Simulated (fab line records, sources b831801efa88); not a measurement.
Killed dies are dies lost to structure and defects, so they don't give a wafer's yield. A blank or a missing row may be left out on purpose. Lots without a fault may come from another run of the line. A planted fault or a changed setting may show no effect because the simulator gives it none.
Which tool did it? | flow sky130 | 11 lots, 33 wafers sampled, at 1 step of a route of 708

WHAT THE GAUGES READ, wafer by wafer
SKY_CAP2M_THK_MEAS_04: measures by xrf.
lot  | measured     | on            | CAP2M_TIN_THK (nm)
L942 | day 40 05:48 | film_metro-02 | 199.4 199.5 199.3
L945 | day 40 23:43 | film_metro-02 | 204.0 202.9 202.6
L944 | day 41 01:23 | film_metro-02 | 198.0 199.9 196.0
L948 | day 41 19:30 | film_metro-01 | 196.3 196.0 195.3
L949 | day 42 01:16 | film_metro-02 | 197.4 196.7 195.8
L950 | day 42 08:51 | film_metro-03 | 198.2 193.2 193.9
L952 | day 43 03:01 | film_metro-01 | 196.2 197.7 198.7
L953 | day 43 09:08 | film_metro-02 | 197.1 197.5 197.4
L954 | day 43 18:22 | film_metro-01 | 196.0 200.0 199.9
L960 | day 45 06:08 | film_metro-02 | 197.3 202.0 202.4
L961 | day 45 10:14 | film_metro-01 | 200.8 203.1 203.0

WHICH TOOL RAN EACH LOT (tool, then ch and the chambers of the sampled wafers, then the start)
The record holds no process step before these readings.

THE ANSWER, worked out from the rows above alone
Rule: what is usual is taken from the lots themselves. Put in order of their means at a reading, lots are off if they are a third of the lots or fewer, leave a main group of 4 or more, and stand apart from it by a gap of 3 or more times the standard deviation of the main group's means; of several such gaps the widest counts. A main group whose means are all the same, to the digits that the tables above print for the reading, isn't used. A lot without any number at a reading at which 4 lots or more have one is off too. The other lots that the step has rows for count as sound.
No lot is off at any reading shown: from this, nothing can be told.

WHAT THE SIMULATOR HAD PUT IN
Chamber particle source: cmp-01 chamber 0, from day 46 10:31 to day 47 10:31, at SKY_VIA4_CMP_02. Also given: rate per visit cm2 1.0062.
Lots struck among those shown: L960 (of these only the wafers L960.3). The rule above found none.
